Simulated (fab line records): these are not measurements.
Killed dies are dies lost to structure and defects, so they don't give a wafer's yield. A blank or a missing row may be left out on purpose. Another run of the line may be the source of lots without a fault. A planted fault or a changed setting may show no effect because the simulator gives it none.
Which of the tools did it? / flow gf180mcu / 42 wafers from 14 lots sampled at 2 of the route's 602 steps

== WHAT THE GAUGES SHOWED, per wafer ==
GF_HV_LDD_TW_MEAS_38. Usual: HV_LDD_3_TW gives 1429 (standard deviation 21).
lot=L688; measured=day 11 12:06; on=film metro-01; HV_LDD_3_TW=1450 1445 1446; flag=
lot=L689; measured=day 11 23:18; on=film metro-01; HV_LDD_3_TW=1451 1445 1445; flag=
lot=L690; measured=day 12 05:00; on=film metro-02; HV_LDD_3_TW=1393 1394 1388; flag=
lot=L691; measured=day 12 11:52; on=film metro-01; HV_LDD_3_TW=1448 1452 1441; flag=
lot=L693; measured=day 13 05:34; on=film metro-02; HV_LDD_3_TW=1402 1401 1399; flag=
lot=L694; measured=day 13 10:24; on=film metro-01; HV_LDD_3_TW=1448 1453 1445; flag=
lot=L696; measured=day 14 04:33; on=film metro-03; HV_LDD_3_TW=1420 1416 1422; flag=
lot=L697; measured=day 14 14:54; on=film metro-01; HV_LDD_3_TW=1441 1448 1438; flag=
lot=L706; measured=day 17 11:48; on=film metro-01; HV_LDD_3_TW=1450 1454 1447; flag=
lot=L707; measured=day 17 20:43; on=film metro-03; HV_LDD_3_TW=1412 1404 1414; flag=
lot=L708; measured=day 18 01:18; on=film metro-01; HV_LDD_3_TW=1450 1448 1448; flag=
lot=L711; measured=day 19 08:48; on=film metro-02; HV_LDD_3_TW=1414 1411 1410; flag=

== WHICH TOOL RAN EACH LOT (tool, then ch and the chambers of the sampled wafers, then the start) ==
lot=L688; GF_DUAL_GATE_DEVELOP_10=litho track-03 ch 0, day 8 07:09
lot=L689; GF_DUAL_GATE_DEVELOP_10=litho track-04 ch 0, day 8 15:45
lot=L690; GF_DUAL_GATE_DEVELOP_10=litho track-03 ch 0, day 8 22:18
lot=L691; GF_DUAL_GATE_DEVELOP_10=litho track-01 ch 0, day 9 04:04
lot=L693; GF_DUAL_GATE_DEVELOP_10=litho track-01 ch 0, day 9 20:29
lot=L694; GF_DUAL_GATE_DEVELOP_10=litho track-01 ch 0, day 10 00:05
lot=L696; GF_DUAL_GATE_DEVELOP_10=litho track-01 ch 0, day 10 15:50
lot=L697; GF_DUAL_GATE_DEVELOP_10=litho track-03 ch 0, day 11 00:35
lot=L701; GF_DUAL_GATE_DEVELOP_10=litho track-03, day 12 01:26
lot=L702; GF_DUAL_GATE_DEVELOP_10=litho track-03, day 12 07:55
lot=L706; GF_DUAL_GATE_DEVELOP_10=litho track-01 ch 0, day 13 12:05
lot=L707; GF_DUAL_GATE_DEVELOP_10=litho track-04 ch 0, day 13 19:56
lot=L708; GF_DUAL_GATE_DEVELOP_10=litho track-01 ch 0, day 14 01:14
lot=L711; GF_DUAL_GATE_DEVELOP_10=litho track-04 ch 0, day 15 04:11
- GF_DUAL_GATE_DEVELOP_10: develop time 60 s.

== AS READ BY THE TOOLS THEMSELVES (means over the sampled wafers that have a number; for cases with no such wafer, the mark the record gives instead) ==
GF_DUAL_GATE_DEVELOP_10. Usual: chill plate temp C reads 23.00 C (standard deviation 0.12).
lot=L688; tool=litho track-03; chill plate temp C (C)=22.98; flag=
lot=L689; tool=litho track-04; chill plate temp C (C)=23.22; flag=
lot=L690; tool=litho track-03; chill plate temp C (C)=23.09; flag=
lot=L691; tool=litho track-01; chill plate temp C (C)=23.13; flag=
lot=L693; tool=litho track-01; chill plate temp C (C)=23.00; flag=
lot=L694; tool=litho track-01; chill plate temp C (C)=23.01; flag=
lot=L696; tool=litho track-01; chill plate temp C (C)=23.03; flag=
lot=L697; tool=litho track-03; chill plate temp C (C)=23.05; flag=
lot=L701; tool=litho track-03; chill plate temp C (C)=-; flag=OFF
lot=L702; tool=litho track-03; chill plate temp C (C)=-; flag=OFF
lot=L706; tool=litho track-01; chill plate temp C (C)=22.93; flag=
lot=L707; tool=litho track-04; chill plate temp C (C)=22.99; flag=
lot=L708; tool=litho track-01; chill plate temp C (C)=22.95; flag=
lot=L711; tool=litho track-04; chill plate temp C (C)=22.96; flag=

== THE ANSWER, worked out from the rows above alone ==
Rule: lot off if the mean of its wafers having a number is beyond 3 standard deviations from the usual mean. A lot without any number at a reading at which 4 lots or more have one is off too. All remaining lots with rows at the step are treated as sound. The gauges are gone through in route order, then the tools' own readings, and for those a lot's mean is taken as printed above. The first step at which some lot is off is used, and at that step the reading that is off furthest; a lot without a number counts as furthest.
Off, at GF_DUAL_GATE_DEVELOP_10 on chill plate temp C: L701, L702. Without a number there: L701, L702.
A tool fits if, at that step or a process step before it, it ran every lot that is off, and no sound lot after the first of them. One candidate fits, namely litho track-03 at GF_DUAL_GATE_DEVELOP_10. Its last sound lot is L697 (day 11 00:35), its first lot that is off L701 (day 12 01:26): a fault that began between those two fits.
Blank at GF_DUAL_GATE_DEVELOP_10 on the lots that are off, where sound lots have numbers: chill plate temp C.

== WHAT WAS PUT IN BY THE SIMULATOR ==
Beginning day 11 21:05, the whole step at GF_DUAL_GATE_DEVELOP_10 was skipped on litho track-03. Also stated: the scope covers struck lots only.
Struck lots among those shown: L701, L702. This agrees with what the rule above found.
